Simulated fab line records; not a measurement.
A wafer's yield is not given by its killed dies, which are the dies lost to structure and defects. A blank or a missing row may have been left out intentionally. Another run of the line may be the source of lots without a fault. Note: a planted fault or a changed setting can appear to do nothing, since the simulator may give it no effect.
The tool behind it: which one? || flow sky130 || 24 lots, 72 wafers sampled, at 4 steps of a route of 708

WHAT THE GAUGES SHOWED, per wafer
SKY_METAL3_CD_MEAS_13 targets a cd of 300 nm. Usual: cd_nm reads 300.0 nm (standard deviation 1.3).
{"lot": "L074", "measured": "day 38 03:23", "on": "cd_sem-01", "cd_nm (nm)": "299.5 301.1 299.6", "flag": ""}
{"lot": "L075", "measured": "day 38 21:40", "on": "cd_sem-01", "cd_nm (nm)": "299.9 301.6 301.5", "flag": ""}
{"lot": "L076", "measured": "day 39 00:41", "on": "cd_sem-02", "cd_nm (nm)": "301.0 299.2 299.7", "flag": ""}
{"lot": "L077", "measured": "day 39 06:58", "on": "cd_sem-01", "cd_nm (nm)": "299.4 300.5 299.3", "flag": ""}
{"lot": "L078", "measured": "day 39 14:31", "on": "cd_sem-01", "cd_nm (nm)": "299.5 300.3 298.1", "flag": ""}
{"lot": "L079", "measured": "day 40 01:50", "on": "cd_sem-02", "cd_nm (nm)": "300.5 298.8 299.4", "flag": ""}
{"lot": "L082", "measured": "day 40 18:44", "on": "cd_sem-02", "cd_nm (nm)": "298.8 297.9 299.3", "flag": ""}
{"lot": "L081", "measured": "day 40 19:54", "on": "cd_sem-02", "cd_nm (nm)": "298.1 297.7 299.3", "flag": ""}
{"lot": "L080", "measured": "day 40 20:57", "on": "cd_sem-01", "cd_nm (nm)": "299.0 299.3 301.3", "flag": ""}
{"lot": "L083", "measured": "day 41 07:10", "on": "cd_sem-01", "cd_nm (nm)": "300.3 299.6 299.3", "flag": ""}
{"lot": "L084", "measured": "day 41 12:02", "on": "cd_sem-02", "cd_nm (nm)": "299.9 301.4 300.9", "flag": ""}
{"lot": "L085", "measured": "day 41 16:31", "on": "cd_sem-01", "cd_nm (nm)": "303.3 302.8 302.3", "flag": ""}
{"lot": "L086", "measured": "day 41 23:40", "on": "cd_sem-02", "cd_nm (nm)": "301.8 302.5 301.2", "flag": ""}
{"lot": "L087", "measured": "day 42 05:10", "on": "cd_sem-02", "cd_nm (nm)": "297.7 297.8 299.0", "flag": ""}
{"lot": "L088", "measured": "day 42 09:29", "on": "cd_sem-02", "cd_nm (nm)": "300.3 301.0 300.2", "flag": ""}
{"lot": "L089", "measured": "day 42 18:18", "on": "cd_sem-02", "cd_nm (nm)": "301.5 301.2 301.3", "flag": ""}
{"lot": "L090", "measured": "day 43 07:43", "on": "cd_sem-02", "cd_nm (nm)": "299.5 299.9 300.1", "flag": ""}
{"lot": "L091", "measured": "day 43 12:29", "on": "cd_sem-02", "cd_nm (nm)": "300.4 301.0 301.0", "flag": ""}
{"lot": "L092", "measured": "day 43 12:50", "on": "cd_sem-01", "cd_nm (nm)": "301.4 301.0 300.5", "flag": ""}
{"lot": "L093", "measured": "day 44 05:01", "on": "cd_sem-01", "cd_nm (nm)": "299.6 296.6 299.4", "flag": ""}
{"lot": "L094", "measured": "day 44 07:35", "on": "cd_sem-02", "cd_nm (nm)": "299.9 300.5 299.8", "flag": ""}
{"lot": "L095", "measured": "day 44 10:28", "on": "cd_sem-02", "cd_nm (nm)": "299.4 300.2 299.3", "flag": ""}
{"lot": "L096", "measured": "day 44 13:35", "on": "cd_sem-01", "cd_nm (nm)": "300.2 299.9 298.7", "flag": ""}
{"lot": "L097", "measured": "day 46 02:38", "on": "cd_sem-01", "cd_nm (nm)": "299.6 299.7 299.9", "flag": ""}

SKY_VIA4_THK_MEAS_01. Usual: for VIA4_HDPCVD_THK the level is 1745 nm and the standard deviation is 16.
{"lot": "L074", "measured": "day 41 08:53", "on": "film_metro-01", "VIA4_HDPCVD_THK (nm)": "1748 1750 1748", "flag": ""}
{"lot": "L075", "measured": "day 41 23:10", "on": "film_metro-04", "VIA4_HDPCVD_THK (nm)": "1733 1765 1743", "flag": ""}
{"lot": "L076", "measured": "day 42 02:17", "on": "film_metro-04", "VIA4_HDPCVD_THK (nm)": "1754 1717 1730", "flag": ""}
{"lot": "L077", "measured": "day 42 09:48", "on": "film_metro-02", "VIA4_HDPCVD_THK (nm)": "1746 1748 1735", "flag": ""}
{"lot": "L078", "measured": "day 42 15:31", "on": "film_metro-02", "VIA4_HDPCVD_THK (nm)": "1760 1749 1762", "flag": ""}
{"lot": "L079", "measured": "day 43 03:08", "on": "film_metro-02", "VIA4_HDPCVD_THK (nm)": "1758 1756 1738", "flag": ""}
{"lot": "L082", "measured": "day 44 05:56", "on": "film_metro-02", "VIA4_HDPCVD_THK (nm)": "1758 1753 1751", "flag": ""}
{"lot": "L081", "measured": "day 44 06:59", "on": "film_metro-01", "VIA4_HDPCVD_THK (nm)": "1766 1765 1758", "flag": ""}
{"lot": "L080", "measured": "day 44 07:25", "on": "film_metro-04", "VIA4_HDPCVD_THK (nm)": "1739 1727 1711", "flag": ""}
{"lot": "L083", "measured": "day 44 12:42", "on": "film_metro-02", "VIA4_HDPCVD_THK (nm)": "1740 1756 1763", "flag": ""}
{"lot": "L084", "measured": "day 44 14:30", "on": "film_metro-04", "VIA4_HDPCVD_THK (nm)": "1746 1765 1764", "flag": ""}
{"lot": "L085", "measured": "day 44 16:34", "on": "film_metro-01", "VIA4_HDPCVD_THK (nm)": "1729 1740 1747", "flag": ""}
{"lot": "L086", "measured": "day 44 22:51", "on": "film_metro-01", "VIA4_HDPCVD_THK (nm)": "1760 1766 1774", "flag": ""}
{"lot": "L087", "measured": "day 45 06:40", "on": "film_metro-01", "VIA4_HDPCVD_THK (nm)": "1764 1759 1762", "flag": ""}
{"lot": "L088", "measured": "day 45 10:52", "on": "film_metro-01", "VIA4_HDPCVD_THK (nm)": "1739 1731 1718", "flag": ""}
{"lot": "L089", "measured": "day 45 16:19", "on": "film_metro-01", "VIA4_HDPCVD_THK (nm)": "1711 1732 1715", "flag": ""}
{"lot": "L090", "measured": "day 46 07:35", "on": "film_metro-04", "VIA4_HDPCVD_THK (nm)": "1742 1748 1729", "flag": ""}
{"lot": "L091", "measured": "day 46 11:53", "on": "film_metro-01", "VIA4_HDPCVD_THK (nm)": "1729 1738 1706", "flag": ""}
{"lot": "L092", "measured": "day 46 12:22", "on": "film_metro-01", "VIA4_HDPCVD_THK (nm)": "1757 1749 1743", "flag": ""}
{"lot": "L093", "measured": "day 47 00:52", "on": "film_metro-01", "VIA4_HDPCVD_THK (nm)": "1756 1747 1742", "flag": ""}
{"lot": "L094", "measured": "day 47 04:29", "on": "film_metro-04", "VIA4_HDPCVD_THK (nm)": "1752 1725 1743", "flag": ""}
{"lot": "L095", "measured": "day 47 05:32", "on": "film_metro-01", "VIA4_HDPCVD_THK (nm)": "1727 1751 1739", "flag": ""}
{"lot": "L096", "measured": "day 47 08:44", "on": "film_metro-02", "VIA4_HDPCVD_THK (nm)": "1734 1742 1727", "flag": ""}
{"lot": "L097", "measured": "day 48 18:01", "on": "film_metro-04", "VIA4_HDPCVD_THK (nm)": "1744 1742 1735", "flag": ""}

EACH LOT AND THE TOOL THAT RAN IT (in order: tool; ch and the chambers of the sampled wafers; start)
{"lot": "L074", "SKY_CAPM_SPUTTER_02": "pvd_sputter-03, day 36 00:09", "SKY_VIA3_STRIP_16": "plasma_asher-01 ch 0,1, day 39 06:22"}
{"lot": "L075", "SKY_CAPM_SPUTTER_02": "pvd_sputter-02, day 36 17:04", "SKY_VIA3_STRIP_16": "plasma_asher-03 ch 0,1, day 39 23:50"}
{"lot": "L076", "SKY_CAPM_SPUTTER_02": "pvd_sputter-02, day 36 20:59", "SKY_VIA3_STRIP_16": "plasma_asher-04 ch 0,1, day 40 02:43"}
{"lot": "L077", "SKY_CAPM_SPUTTER_02": "pvd_sputter-02, day 37 03:54", "SKY_VIA3_STRIP_16": "plasma_asher-01 ch 0,1, day 40 09:29"}
{"lot": "L078", "SKY_CAPM_SPUTTER_02": "pvd_sputter-02, day 37 11:44", "SKY_VIA3_STRIP_16": "plasma_asher-04 ch 1, day 40 16:52"}
{"lot": "L079", "SKY_CAPM_SPUTTER_02": "pvd_sputter-02, day 38 00:01", "SKY_VIA3_STRIP_16": "plasma_asher-04 ch 0,1, day 41 03:34"}
{"lot": "L082", "SKY_CAPM_SPUTTER_02": "pvd_sputter-02, day 38 17:59", "SKY_VIA3_STRIP_16": "plasma_asher-01 ch 0,1, day 42 05:28"}
{"lot": "L081", "SKY_CAPM_SPUTTER_02": "pvd_sputter-01, day 38 19:23", "SKY_VIA3_STRIP_16": "plasma_asher-04 ch 0,1, day 42 05:38"}
{"lot": "L080", "SKY_CAPM_SPUTTER_02": "pvd_sputter-02, day 38 20:02", "SKY_VIA3_STRIP_16": "plasma_asher-03 ch 0,1, day 42 06:48"}
{"lot": "L083", "SKY_CAPM_SPUTTER_02": "pvd_sputter-02, day 39 07:47", "SKY_VIA3_STRIP_16": "plasma_asher-01 ch 0,1, day 42 11:49"}
{"lot": "L084", "SKY_CAPM_SPUTTER_02": "pvd_sputter-02, day 39 15:44", "SKY_VIA3_STRIP_16": "plasma_asher-04 ch 0,1, day 42 13:51"}
{"lot": "L085", "SKY_CAPM_SPUTTER_02": "pvd_sputter-01, day 39 19:24", "SKY_VIA3_STRIP_16": "plasma_asher-03 ch 0,1, day 42 17:34"}
{"lot": "L086", "SKY_CAPM_SPUTTER_02": "pvd_sputter-03, day 40 03:17", "SKY_VIA3_STRIP_16": "plasma_asher-01 ch 0,1, day 42 22:53"}
{"lot": "L087", "SKY_CAPM_SPUTTER_02": "pvd_sputter-01, day 40 06:48", "SKY_VIA3_STRIP_16": "plasma_asher-04 ch 0,1, day 43 06:10"}
{"lot": "L088", "SKY_CAPM_SPUTTER_02": "pvd_sputter-02, day 40 12:31", "SKY_VIA3_STRIP_16": "plasma_asher-04 ch 0, day 43 10:23"}
{"lot": "L089", "SKY_CAPM_SPUTTER_02": "pvd_sputter-01, day 40 21:53", "SKY_VIA3_STRIP_16": "plasma_asher-04 ch 0,1, day 43 18:30"}
{"lot": "L090", "SKY_CAPM_SPUTTER_02": "pvd_sputter-02, day 41 09:37", "SKY_VIA3_STRIP_16": "plasma_asher-03 ch 0,1, day 44 08:32"}
{"lot": "L091", "SKY_CAPM_SPUTTER_02": "pvd_sputter-02, day 41 13:47", "SKY_VIA3_STRIP_16": "plasma_asher-04 ch 0,1, day 44 13:43"}
{"lot": "L092", "SKY_CAPM_SPUTTER_02": "pvd_sputter-02, day 41 14:05", "SKY_VIA3_STRIP_16": "plasma_asher-03 ch 0,1, day 44 13:55"}
{"lot": "L093", "SKY_CAPM_SPUTTER_02": "pvd_sputter-03, day 42 06:50", "SKY_VIA3_STRIP_16": "plasma_asher-01 ch 0,1, day 45 04:53"}
{"lot": "L094", "SKY_CAPM_SPUTTER_02": "pvd_sputter-03, day 42 09:20", "SKY_VIA3_STRIP_16": "plasma_asher-04 ch 0,1, day 45 07:04"}
{"lot": "L095", "SKY_CAPM_SPUTTER_02": "pvd_sputter-03, day 42 13:02", "SKY_VIA3_STRIP_16": "plasma_asher-04 ch 0,1, day 45 10:31"}
{"lot": "L096", "SKY_CAPM_SPUTTER_02": "pvd_sputter-02, day 42 15:46", "SKY_VIA3_STRIP_16": "plasma_asher-01 ch 0,1, day 45 13:04"}
{"lot": "L097", "SKY_CAPM_SPUTTER_02": "pvd_sputter-02, day 44 07:31", "SKY_VIA3_STRIP_16": "plasma_asher-01 ch 0,1, day 47 00:34"}
- SKY_CAPM_SPUTTER_02: material TiN, target thk 200 nm, time 166.7 s.
- SKY_VIA3_STRIP_16: strips in O2/N2.

WHAT THE TOOLS THEMSELVES READ (means of the sampled wafers that have a number; where no wafer has one, the mark that the record gives instead)
SKY_CAPM_SPUTTER_02. Usual: throttle_valve_pct reads 29.9 % (standard deviation 0.58).
{"lot": "L074", "tool": "pvd_sputter-03", "throttle_valve_pct (%)": 29.1, "flag": ""}
{"lot": "L075", "tool": "pvd_sputter-02", "throttle_valve_pct (%)": 29.8, "flag": ""}
{"lot": "L076", "tool": "pvd_sputter-02", "throttle_valve_pct (%)": 29.9, "flag": ""}
{"lot": "L077", "tool": "pvd_sputter-02", "throttle_valve_pct (%)": 29.9, "flag": ""}
{"lot": "L078", "tool": "pvd_sputter-02", "throttle_valve_pct (%)": 29.9, "flag": ""}
{"lot": "L079", "tool": "pvd_sputter-02", "throttle_valve_pct (%)": 29.9, "flag": ""}
{"lot": "L082", "tool": "pvd_sputter-02", "throttle_valve_pct (%)": 29.6, "flag": ""}
{"lot": "L081", "tool": "pvd_sputter-01", "throttle_valve_pct (%)": 31.1, "flag": ""}
{"lot": "L080", "tool": "pvd_sputter-02", "throttle_valve_pct (%)": 29.8, "flag": ""}
{"lot": "L083", "tool": "pvd_sputter-02", "throttle_valve_pct (%)": 30.0, "flag": ""}
{"lot": "L084", "tool": "pvd_sputter-02", "throttle_valve_pct (%)": 29.8, "flag": ""}
{"lot": "L085", "tool": "pvd_sputter-01", "throttle_valve_pct (%)": 30.9, "flag": ""}
{"lot": "L086", "tool": "pvd_sputter-03", "throttle_valve_pct (%)": 29.4, "flag": ""}
{"lot": "L087", "tool": "pvd_sputter-01", "throttle_valve_pct (%)": 30.2, "flag": ""}
{"lot": "L088", "tool": "pvd_sputter-02", "throttle_valve_pct (%)": 30.1, "flag": ""}
{"lot": "L089", "tool": "pvd_sputter-01", "throttle_valve_pct (%)": 30.6, "flag": ""}
{"lot": "L090", "tool": "pvd_sputter-02", "throttle_valve_pct (%)": 30.0, "flag": ""}
{"lot": "L091", "tool": "pvd_sputter-02", "throttle_valve_pct (%)": 30.2, "flag": ""}
{"lot": "L092", "tool": "pvd_sputter-02", "throttle_valve_pct (%)": 29.7, "flag": ""}
{"lot": "L093", "tool": "pvd_sputter-03", "throttle_valve_pct (%)": 29.1, "flag": ""}
{"lot": "L094", "tool": "pvd_sputter-03", "throttle_valve_pct (%)": 29.5, "flag": ""}
{"lot": "L095", "tool": "pvd_sputter-03", "throttle_valve_pct (%)": 29.3, "flag": ""}
{"lot": "L096", "tool": "pvd_sputter-02", "throttle_valve_pct (%)": 30.0, "flag": ""}
{"lot": "L097", "tool": "pvd_sputter-02", "throttle_valve_pct (%)": 29.9, "flag": ""}

SKY_VIA3_STRIP_16. Usual: chamber_pressure_mTorr 1500.1 mTorr, standard deviation 1.4; drypump_motor_current_A 5.8 A, standard deviation 0.37; oes_product_au 0.402 a.u., standard deviation 0.0046; strip_time_to_endpoint_s 4.13 s, standard deviation 0.031.
{"lot": "L074", "tool": "plasma_asher-01", "chamber_pressure_mTorr (mTorr)": 1500.6, "drypump_motor_current_A (A)": 5.8, "oes_product_au (a.u.)": 0.398, "strip_time_to_endpoint_s (s)": 4.13, "flag": ""}
{"lot": "L075", "tool": "plasma_asher-03", "chamber_pressure_mTorr (mTorr)": 1499.1, "drypump_motor_current_A (A)": 6.1, "oes_product_au (a.u.)": 0.403, "strip_time_to_endpoint_s (s)": 4.11, "flag": ""}
{"lot": "L076", "tool": "plasma_asher-04", "chamber_pressure_mTorr (mTorr)": 1500.8, "drypump_motor_current_A (A)": 5.7, "oes_product_au (a.u.)": 0.402, "strip_time_to_endpoint_s (s)": 4.13, "flag": ""}
{"lot": "L077", "tool": "plasma_asher-01", "chamber_pressure_mTorr (mTorr)": 1499.4, "drypump_motor_current_A (A)": 6.0, "oes_product_au (a.u.)": 0.399, "strip_time_to_endpoint_s (s)": 4.14, "flag": ""}
{"lot": "L078", "tool": "plasma_asher-04", "chamber_pressure_mTorr (mTorr)": 1500.0, "drypump_motor_current_A (A)": 5.3, "oes_product_au (a.u.)": 0.404, "strip_time_to_endpoint_s (s)": 4.11, "flag": ""}
{"lot": "L079", "tool": "plasma_asher-04", "chamber_pressure_mTorr (mTorr)": 1499.8, "drypump_motor_current_A (A)": 5.7, "oes_product_au (a.u.)": 0.406, "strip_time_to_endpoint_s (s)": 4.12, "flag": ""}
{"lot": "L082", "tool": "plasma_asher-01", "chamber_pressure_mTorr (mTorr)": 1499.2, "drypump_motor_current_A (A)": 6.1, "oes_product_au (a.u.)": 0.407, "strip_time_to_endpoint_s (s)": 4.16, "flag": ""}
{"lot": "L081", "tool": "plasma_asher-04", "chamber_pressure_mTorr (mTorr)": 1501.1, "drypump_motor_current_A (A)": 5.5, "oes_product_au (a.u.)": 0.402, "strip_time_to_endpoint_s (s)": 4.12, "flag": ""}
{"lot": "L080", "tool": "plasma_asher-03", "chamber_pressure_mTorr (mTorr)": 1500.5, "drypump_motor_current_A (A)": 5.8, "oes_product_au (a.u.)": 0.396, "strip_time_to_endpoint_s (s)": 4.12, "flag": ""}
{"lot": "L083", "tool": "plasma_asher-01", "chamber_pressure_mTorr (mTorr)": 1501.7, "drypump_motor_current_A (A)": 5.8, "oes_product_au (a.u.)": 0.397, "strip_time_to_endpoint_s (s)": 4.12, "flag": ""}
{"lot": "L084", "tool": "plasma_asher-04", "chamber_pressure_mTorr (mTorr)": 1500.0, "drypump_motor_current_A (A)": 5.5, "oes_product_au (a.u.)": 0.402, "strip_time_to_endpoint_s (s)": 4.10, "flag": ""}
{"lot": "L085", "tool": "plasma_asher-03", "chamber_pressure_mTorr (mTorr)": 1500.8, "drypump_motor_current_A (A)": 5.8, "oes_product_au (a.u.)": 0.404, "strip_time_to_endpoint_s (s)": 4.15, "flag": ""}
{"lot": "L086", "tool": "plasma_asher-01", "chamber_pressure_mTorr (mTorr)": 1501.3, "drypump_motor_current_A (A)": 6.0, "oes_product_au (a.u.)": 0.397, "strip_time_to_endpoint_s (s)": 4.10, "flag": ""}
{"lot": "L087", "tool": "plasma_asher-04", "chamber_pressure_mTorr (mTorr)": 1499.2, "drypump_motor_current_A (A)": 5.7, "oes_product_au (a.u.)": 0.405, "strip_time_to_endpoint_s (s)": 4.15, "flag": ""}
{"lot": "L088", "tool": "plasma_asher-04", "chamber_pressure_mTorr (mTorr)": 1500.9, "drypump_motor_current_A (A)": 5.9, "oes_product_au (a.u.)": 0.401, "strip_time_to_endpoint_s (s)": 4.14, "flag": ""}
{"lot": "L089", "tool": "plasma_asher-04", "chamber_pressure_mTorr (mTorr)": 1500.7, "drypump_motor_current_A (A)": 5.5, "oes_product_au (a.u.)": 0.403, "strip_time_to_endpoint_s (s)": 4.15, "flag": ""}
{"lot": "L090", "tool": "plasma_asher-03", "chamber_pressure_mTorr (mTorr)": 1500.3, "drypump_motor_current_A (A)": 6.1, "oes_product_au (a.u.)": 0.397, "strip_time_to_endpoint_s (s)": 4.12, "flag": ""}
{"lot": "L091", "tool": "plasma_asher-04", "chamber_pressure_mTorr (mTorr)": 1500.6, "drypump_motor_current_A (A)": 5.7, "oes_product_au (a.u.)": 0.402, "strip_time_to_endpoint_s (s)": 4.11, "flag": ""}
{"lot": "L092", "tool": "plasma_asher-03", "chamber_pressure_mTorr (mTorr)": 1499.6, "drypump_motor_current_A (A)": 5.8, "oes_product_au (a.u.)": 0.402, "strip_time_to_endpoint_s (s)": 4.20, "flag": ""}
{"lot": "L093", "tool": "plasma_asher-01", "chamber_pressure_mTorr (mTorr)": 1501.2, "drypump_motor_current_A (A)": 5.8, "oes_product_au (a.u.)": 0.400, "strip_time_to_endpoint_s (s)": 4.14, "flag": ""}
{"lot": "L094", "tool": "plasma_asher-04", "chamber_pressure_mTorr (mTorr)": 1499.5, "drypump_motor_current_A (A)": 5.5, "oes_product_au (a.u.)": 0.406, "strip_time_to_endpoint_s (s)": 4.16, "flag": ""}
{"lot": "L095", "tool": "plasma_asher-04", "chamber_pressure_mTorr (mTorr)": 1499.1, "drypump_motor_current_A (A)": 5.7, "oes_product_au (a.u.)": 0.401, "strip_time_to_endpoint_s (s)": 4.15, "flag": ""}
{"lot": "L096", "tool": "plasma_asher-01", "chamber_pressure_mTorr (mTorr)": 1500.3, "drypump_motor_current_A (A)": 6.0, "oes_product_au (a.u.)": 0.402, "strip_time_to_endpoint_s (s)": 4.11, "flag": ""}
{"lot": "L097", "tool": "plasma_asher-01", "chamber_pressure_mTorr (mTorr)": 1499.7, "drypump_motor_current_A (A)": 6.0, "oes_product_au (a.u.)": 0.404, "strip_time_to_endpoint_s (s)": 4.09, "flag": ""}

THE ANSWER, worked out from the rows above alone
Rule: a lot is off if the mean of its wafers that have a number lies more than 3 standard deviations from the usual mean. A lot without any number at a reading at which 4 lots or more have one is off too. Any other lot the step has rows for is counted as sound. Order of review: gauges by route order, followed by the tools' own readings, for which a lot's mean as printed above is used. The first step at which some lot is off is used, and at that step the reading that is off furthest; a lot without a number counts as furthest.
No lot is off on any of the readings shown, so nothing can be concluded from this.

WHAT THE SIMULATOR HAD INSERTED
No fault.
